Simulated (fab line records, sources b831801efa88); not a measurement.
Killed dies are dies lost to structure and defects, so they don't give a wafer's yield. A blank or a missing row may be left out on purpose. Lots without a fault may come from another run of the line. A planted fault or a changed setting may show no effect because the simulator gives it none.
Which tool did it? | flow sky130 | 12 lots, 36 wafers sampled, at 4 steps of a route of 708

WHAT THE GAUGES READ, wafer by wafer
SKY_PAD_OPEN_BOW_MEAS_13.
lot  | measured     | on            | PAD_OPEN_BOW (um)
L339 | day 45 20:31 | film_metro-02 | 55 42 49
L340 | day 46 03:44 | film_metro-04 | 54 52 66
L341 | day 46 10:38 | film_metro-02 | 51 34 37
L342 | day 46 22:23 | film_metro-03 | 50 47 41
L345 | day 47 14:02 | film_metro-02 | 46 37 38
L349 | day 48 10:31 | film_metro-02 | 58 51 58
L350 | day 48 17:07 | film_metro-04 | 68 52 56
L353 | day 49 09:32 | film_metro-03 | 52 38 42
L354 | day 49 11:03 | film_metro-04 | 55 45 51
L355 | day 49 17:13 | film_metro-03 | 55 54 61
L358 | day 50 05:22 | film_metro-02 | 37 29 48
L360 | day 50 19:32 | film_metro-03 | 50 56 56

WHICH TOOL RAN EACH LOT (tool, then ch and the chambers of the sampled wafers, then the start)
lot  | SKY_VIA2_SPUTTER_20          | SKY_METAL5_SPUTTER_01        | SKY_METAL5_DESCUM_14
L339 | pvd_sputter-03, day 36 07:13 | pvd_sputter-03, day 42 20:02 | rie_metal-04 ch 0,1, day 43 19:28
L340 | pvd_sputter-02, day 36 17:40 | pvd_sputter-03, day 43 05:26 | rie_metal-01 ch 0,1, day 44 05:02
L341 | pvd_sputter-01, day 37 01:16 | pvd_sputter-03, day 43 14:22 | rie_metal-03 ch 0,1, day 44 13:17
L342 | pvd_sputter-03, day 37 14:16 | pvd_sputter-03, day 44 01:05 | rie_metal-03 ch 0, day 45 00:13
L345 | pvd_sputter-02, day 38 10:55 | pvd_sputter-02, day 44 20:53 | rie_metal-03 ch 0,1, day 45 18:43
L349 | pvd_sputter-03, day 39 12:14 | pvd_sputter-02, day 45 18:47 | rie_metal-01 ch 1, day 46 15:26
L350 | pvd_sputter-03, day 40 00:04 | pvd_sputter-02, day 46 03:22 | rie_metal-04 ch 0,1, day 46 23:32
L353 | pvd_sputter-02, day 40 19:46 | pvd_sputter-02, day 46 20:56 | rie_metal-04 ch 0,1, day 47 17:08
L354 | pvd_sputter-01, day 41 00:59 | pvd_sputter-02, day 46 23:44 | rie_metal-03 ch 0,1, day 47 19:34
L355 | pvd_sputter-01, day 41 11:40 | pvd_sputter-03, day 47 07:46 | rie_metal-04 ch 0,1, day 48 02:41
L358 | pvd_sputter-01, day 42 01:14 | pvd_sputter-02, day 47 20:47 | rie_metal-04 ch 0,1, day 48 15:40
L360 | pvd_sputter-03, day 42 18:56 | pvd_sputter-02, day 48 12:20 | rie_metal-01 ch 0,1, day 49 06:47
- SKY_VIA2_SPUTTER_20: material TiN, target thk 20 nm, time 80 s.
- SKY_METAL5_SPUTTER_01: material TiN, target thk 20 nm, time 16.7 s.
- SKY_METAL5_DESCUM_14: chemistry O2, time 11 s.

WHAT THE TOOLS THEMSELVES READ (means of the sampled wafers that have a number; where no wafer has one, the mark that the record gives instead)
SKY_VIA2_SPUTTER_20.
lot  | tool           | throttle_valve_pct (%)
L339 | pvd_sputter-03 | 30.5
L340 | pvd_sputter-02 | 28.7
L341 | pvd_sputter-01 | 29.1
L342 | pvd_sputter-03 | 30.4
L345 | pvd_sputter-02 | 29.4
L349 | pvd_sputter-03 | 31.3
L350 | pvd_sputter-03 | 30.7
L353 | pvd_sputter-02 | 28.8
L354 | pvd_sputter-01 | 28.9
L355 | pvd_sputter-01 | 28.9
L358 | pvd_sputter-01 | 28.6
L360 | pvd_sputter-03 | 30.3

SKY_METAL5_SPUTTER_01.
lot  | tool           | throttle_valve_pct (%)
L339 | pvd_sputter-03 | 30.5
L340 | pvd_sputter-03 | 30.5
L341 | pvd_sputter-03 | 30.2
L342 | pvd_sputter-03 | 31.0
L345 | pvd_sputter-02 | 28.9
L349 | pvd_sputter-02 | 29.2
L350 | pvd_sputter-02 | 29.3
L353 | pvd_sputter-02 | 28.7
L354 | pvd_sputter-02 | 28.9
L355 | pvd_sputter-03 | 29.7
L358 | pvd_sputter-02 | 29.0
L360 | pvd_sputter-02 | 28.7

SKY_METAL5_DESCUM_14.
lot  | tool         | chamber_pressure_mTorr (mTorr) | drypump_motor_current_A (A) | oes_product_au (a.u.)
L339 | rie_metal-04 | 10.000                         | 5.7                         | 1.002
L340 | rie_metal-01 | 9.998                          | 6.2                         | 1.006
L341 | rie_metal-03 | 10.000                         | 5.6                         | 0.993
L342 | rie_metal-03 | 9.989                          | 5.8                         | 1.004
L345 | rie_metal-03 | 10.003                         | 5.6                         | 0.990
L349 | rie_metal-01 | 10.002                         | 6.2                         | 0.999
L350 | rie_metal-04 | 9.999                          | 5.5                         | 1.001
L353 | rie_metal-04 | 10.008                         | 5.7                         | 1.015
L354 | rie_metal-03 | 9.996                          | 5.3                         | 0.977
L355 | rie_metal-04 | 10.006                         | 5.6                         | 1.005
L358 | rie_metal-04 | 10.006                         | 5.7                         | 1.004
L360 | rie_metal-01 | 9.996                          | 6.2                         | 1.002

THE ANSWER, worked out from the rows above alone
Rule: what is usual is taken from the lots themselves. Put in order of their means at a reading, lots are off if they are a third of the lots or fewer, leave a main group of 4 or more, and stand apart from it by a gap of 3 or more times the standard deviation of the main group's means; of several such gaps the widest counts. A main group whose means are all the same, to the digits that the tables above print for the reading, isn't used. A lot without any number at a reading at which 4 lots or more have one is off too. The other lots that the step has rows for count as sound. The gauges are gone through in route order, then the tools' own readings, and for those a lot's mean is taken as printed above. The first step at which some lot is off is used, and at that step the reading that is off furthest; a lot without a number counts as furthest.
No lot is off at any reading shown: from this, nothing can be told.

WHAT THE SIMULATOR HAD PUT IN
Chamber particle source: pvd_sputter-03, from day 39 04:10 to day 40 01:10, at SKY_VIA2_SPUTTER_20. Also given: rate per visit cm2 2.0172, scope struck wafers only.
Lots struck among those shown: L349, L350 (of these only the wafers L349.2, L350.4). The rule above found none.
